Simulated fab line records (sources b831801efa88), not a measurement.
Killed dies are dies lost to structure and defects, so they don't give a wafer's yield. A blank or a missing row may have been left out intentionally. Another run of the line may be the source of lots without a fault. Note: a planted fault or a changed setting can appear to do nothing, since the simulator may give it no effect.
What tool caused it? | flow gf180mcu | 45 wafers from 15 lots sampled at 2 of the route's 602 steps

== WHAT EACH GAUGE READ, for each wafer ==
GF_V5_CD_MEAS_14 targets a cd of 260 nm. Usual: cd_nm reads 260.2 nm (standard deviation 1.1).
lot  | measured     | on        | cd_nm (nm)        | flag
L400 | day 26 23:07 | cd_sem-01 | 260.7 261.6 260.5 |
L401 | day 27 04:17 | cd_sem-02 | 260.7 260.5 260.2 |
L402 | day 27 15:52 | cd_sem-02 | 259.2 259.3 258.5 |
L405 | day 28 15:20 | cd_sem-02 | 261.7 262.7 261.6 |
L408 | day 30 03:22 | cd_sem-01 | 258.8 257.8 257.6 |
L409 | day 30 12:13 | cd_sem-01 | 260.6 259.3 259.5 |
L410 | day 30 12:59 | cd_sem-01 | 259.5 259.1 260.8 |
L411 | day 31 00:58 | cd_sem-01 | 262.2 261.6 260.4 |
L412 | day 31 04:34 | cd_sem-01 | 260.7 259.9 261.2 |
L416 | day 31 23:44 | cd_sem-02 | 259.0 258.3 259.1 |
L418 | day 32 09:04 | cd_sem-01 | 261.0 260.4 260.5 |
L417 | day 32 12:56 | cd_sem-01 | 260.9 261.2 260.2 |
L419 | day 32 21:52 | cd_sem-01 | 259.1 258.9 260.5 |
L422 | day 33 09:47 | cd_sem-01 | 260.8 261.4 261.3 |
L423 | day 33 13:26 | cd_sem-02 | 260.0 259.4 259.1 |

GF_V5_OVL_MEAS_15. Usual: for V5_OVL the level is -1 nm and the standard deviation is 6.2.
lot  | measured     | on         | V5_OVL (nm) | flag
L400 | day 26 23:14 | overlay-02 | -6 -8 0     |
L401 | day 27 04:23 | overlay-02 | -12 -5 -7   |
L402 | day 27 15:57 | overlay-02 | -13 -17 -11 |
L405 | day 28 15:26 | overlay-02 | 2 -9 -4     |
L408 | day 30 03:27 | overlay-02 | -7 -1 -13   |
L409 | day 30 12:20 | overlay-02 | 0 -4 0      |
L410 | day 30 13:03 | overlay-02 | -2 -8 -1    |
L411 | day 31 01:03 | overlay-02 | -2 -1 3     |
L412 | day 31 04:41 | overlay-02 | 6 4 8       |
L416 | day 31 23:48 | overlay-01 | -5 -5 -9    |
L418 | day 32 09:09 | overlay-02 | 0 -3 -6     |
L417 | day 32 13:03 | overlay-02 | -7 -4 -4    |
L419 | day 32 21:59 | overlay-01 | 0 7 6       |
L422 | day 33 09:52 | overlay-01 | -7 0 -7     |
L423 | day 33 13:32 | overlay-02 | -6 -9 -3    |

== EACH LOT AND THE TOOL THAT RAN IT (in order: tool; ch and the chambers of the sampled wafers; start) ==
Before these readings, the record contains no process step.

== WHAT THE TOOLS THEMSELVES READ (means of the sampled wafers that have a number; where no wafer has one, the mark that the record gives instead) ==
The record holds no such reading with a usual standard deviation.

== THE ANSWER, worked out from the rows above alone ==
Rule: lot off if the mean of its wafers having a number is beyond 3 standard deviations from the usual mean. Also off: a lot with no number at a reading for which 4 or more lots have one. Where the step has rows for the other lots, those lots are counted as sound. Order of review: gauges by route order, followed by the tools' own readings, for which a lot's mean as printed above is used. The first step at which some lot is off is used, and at that step the reading that is off furthest; a lot without a number counts as furthest.
No lot is off on any of the readings shown, so nothing can be concluded from this.

== WHAT THE SIMULATOR HAD INSERTED ==
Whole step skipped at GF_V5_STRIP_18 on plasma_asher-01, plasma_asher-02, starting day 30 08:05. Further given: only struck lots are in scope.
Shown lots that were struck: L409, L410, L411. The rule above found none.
